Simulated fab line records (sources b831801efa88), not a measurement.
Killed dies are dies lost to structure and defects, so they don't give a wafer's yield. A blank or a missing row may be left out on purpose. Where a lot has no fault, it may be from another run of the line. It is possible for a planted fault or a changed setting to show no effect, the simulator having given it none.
Split-lot trial + flow sfq-line + 23 wafers read across 5 lots, on a route 325 steps long

== THE SPLIT ITSELF ==
At SFQ_TRILAYER_I3_VIA_LITHO_PEB_088 (peb time 60 s), the setting peb-temp-c was moved away from the recipe's 115 C on 10 of the 23 wafers read, by -1.9% to +2.3%. The other wafers ran this setting at the recipe's value.

Between the split and the reading, the file records no step.

== THE READING ==
I3.cd-nm (the simulator's own value, which no gauge read), in nm, at SFQ_TRILAYER_I3_VIA_BARC_OPEN_VIA_ETCH_121 (etches BARC in O2, target depth 125 nm, time 41.7 s). The file does not state a usual value for it. Across the 13 wafers here that went through the recipe, the average is 500.4 nm and the standard deviation 1.6 nm.

| wafer  | tool, chamber at the split | peb-temp-c as run, C | against the recipe | I3.cd-nm, nm | against lot-mates on the recipe |
|--------|----------------------------|----------------------|--------------------|--------------|---------------------------------|
| L074.1 | litho-track-04, 0          | 113.8                | -1.0%              | 476          | -23.1                           |
| L074.3 | litho-track-04, 0          | 113.8                | -1.0%              | 477.7        | -21.4                           |
| L074.4 | litho-track-04, 0          | 113.8                | -1.0%              | 476.1        | -23.0                           |
| L074.5 | litho-track-04, 0          | 115                  | recipe             | 497.7        | -                               |
| L074.6 | litho-track-04, 0          | 115                  | recipe             | 500.6        | -                               |
| L079.2 | litho-track-04, 0          | 112.8                | -1.9%              | 457.8        | -41.2                           |
| L079.3 | litho-track-04, 0          | 115                  | recipe             | 499.1        | -                               |
| L079.4 | litho-track-04, 0          | 112.8                | -1.9%              | 457.7        | -41.3                           |
| L079.5 | litho-track-04, 0          | 115                  | recipe             | 497.1        | -                               |
| L079.6 | litho-track-04, 0          | 115                  | recipe             | 500.9        | -                               |
| L081.2 | litho-track-01, 0          | 115                  | recipe             | 500.9        | -                               |
| L081.3 | litho-track-01, 0          | 115                  | recipe             | 501.9        | -                               |
| L081.4 | litho-track-01, 0          | 115                  | recipe             | 499.9        | -                               |
| L082.2 | litho-track-02, 0          | 115                  | recipe             | 501.7        | -                               |
| L082.3 | litho-track-02, 0          | 117.5                | +2.2%              | 542.7        | +41.8                           |
| L082.4 | litho-track-02, 0          | 117.5                | +2.2%              | 540.8        | +39.8                           |
| L082.5 | litho-track-02, 0          | 115                  | recipe             | 500.2        | -                               |
| L082.6 | litho-track-02, 0          | 117.5                | +2.2%              | 542.6        | +41.7                           |
| L083.1 | litho-track-02, 0          | 117.6                | +2.3%              | 543.2        | +41.5                           |
| L083.2 | litho-track-02, 0          | 115                  | recipe             | 502.2        | -                               |
| L083.3 | litho-track-02, 0          | 115                  | recipe             | 503          | -                               |
| L083.4 | litho-track-02, 0          | 117.6                | +2.3%              | 545.7        | +44.0                           |
| L083.6 | litho-track-02, 0          | 115                  | recipe             | 499.8        | -                               |

THE FIT
A straight line over all 23 wafers: I3.cd-nm changes by +20.4 nm for each +1% of peb-temp-c; r = +1.00; the points scatter about the line by 2 nm.
The same after taking each lot's own level away (the mean of its wafers on the recipe; 23 wafers): +19.8 nm for each +1%; r = +1.00; scatter 1.7 nm.
That fit puts the effect of the largest move of peb-temp-c on the reading at 45 nm.
From 499.03 to 501.67 nm: that is the span of the lots' own levels, equal to 1.6 times the standard deviation above.
The two slopes agree, so the slope changes little with the lot-to-lot level.
Check: for one of the wafers moved furthest among these (+2.3%), held out of the fit, the line's prediction against its lot-mates is +44.3 nm. It came out at +41.5 nm against them.

== OTHER SPLITS ON THESE WAFERS ==
Other splits were also applied to these wafers ahead of the reading. Each is held against what the fit with the lots' levels taken away leaves over:
| other split on the same wafers                    | wafers away from the commonest value | r with I3.cd-nm (lot level and that fit taken away) |
|---------------------------------------------------|--------------------------------------|-----------------------------------------------------|
| SFQ_TRILAYER_I2_VIA_BARC_OPEN_VIA_ETCH_096 time-s | 6                                    | -0.01                                               |
| SFQ_TRILAYER_M3_LITHO_COAT_080 spin-rpm           | 7                                    | -0.05                                               |

== THE FILE'S OWN FIT ==
I3.cd-nm changes by +19.8 nm for each +1% of peb-temp-c, r = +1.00.
